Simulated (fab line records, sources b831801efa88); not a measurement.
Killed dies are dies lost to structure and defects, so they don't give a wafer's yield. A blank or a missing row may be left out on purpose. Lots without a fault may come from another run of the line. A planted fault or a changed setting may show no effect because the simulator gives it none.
Which tool did it? | flow sky130 | 6 lots, 17 wafers sampled, at 2 steps of a route of 708

WHAT THE GAUGES READ, wafer by wafer
SKY_CONTACT_THK_MEAS_01.
lot  | measured     | on            | CONTACT_CVD_00_THK (nm)
L631 | day 31 09:41 | film_metro-02 | 73.4 73.5 74.8
L634 | day 33 00:44 | film_metro-02 | 73.6 74.6 75.0
L638 | day 33 09:05 | film_metro-02 | 74.2 75.0 74.4
L643 | day 34 18:50 | film_metro-01 | 75.3 37.2
L648 | day 36 13:11 | film_metro-04 | 74.4 74.5 74.7
L652 | day 37 11:55 | film_metro-04 | 74.2 75.2 74.3

WHICH TOOL RAN EACH LOT (tool, then ch and the chambers of the sampled wafers, then the start)
lot  | SKY_CONTACT_CVD_00
L631 | pecvd-03 ch 1,2, day 31 09:39
L634 | pecvd-02 ch 1,2, day 33 00:42
L638 | pecvd-01 ch 0,2, day 33 09:01
L643 | pecvd-03 ch 0,1, day 34 18:47
L648 | pecvd-02 ch 1,2, day 36 13:08
L652 | pecvd-02 ch 0,1,2, day 37 11:52
- SKY_CONTACT_CVD_00: deposits Si3N4, target thk 75 nm.

THE ANSWER, worked out from the rows above alone
Rule: what is usual is taken from the lots themselves. Put in order of their means at a reading, lots are off if they are a third of the lots or fewer, leave a main group of 4 or more, and stand apart from it by a gap of 3 or more times the standard deviation of the main group's means; of several such gaps the widest counts. A main group whose means are all the same, to the digits that the tables above print for the reading, isn't used. A lot without any number at a reading at which 4 lots or more have one is off too. The other lots that the step has rows for count as sound.
Off: L643, at SKY_CONTACT_THK_MEAS_01 (CONTACT_CVD_00_THK). The main group: mean 74.4 nm, standard deviation 0.25.
A tool fits if, at a process step before that reading, it ran every lot that is off, and no sound lot after the first of them. The gauges at SKY_CONTACT_THK_MEAS_01 are tried like those tools. Can't be told from this: 2 tools fit, pecvd-03 at SKY_CONTACT_CVD_00, film_metro-01 at SKY_CONTACT_THK_MEAS_01.

WHAT THE SIMULATOR HAD PUT IN
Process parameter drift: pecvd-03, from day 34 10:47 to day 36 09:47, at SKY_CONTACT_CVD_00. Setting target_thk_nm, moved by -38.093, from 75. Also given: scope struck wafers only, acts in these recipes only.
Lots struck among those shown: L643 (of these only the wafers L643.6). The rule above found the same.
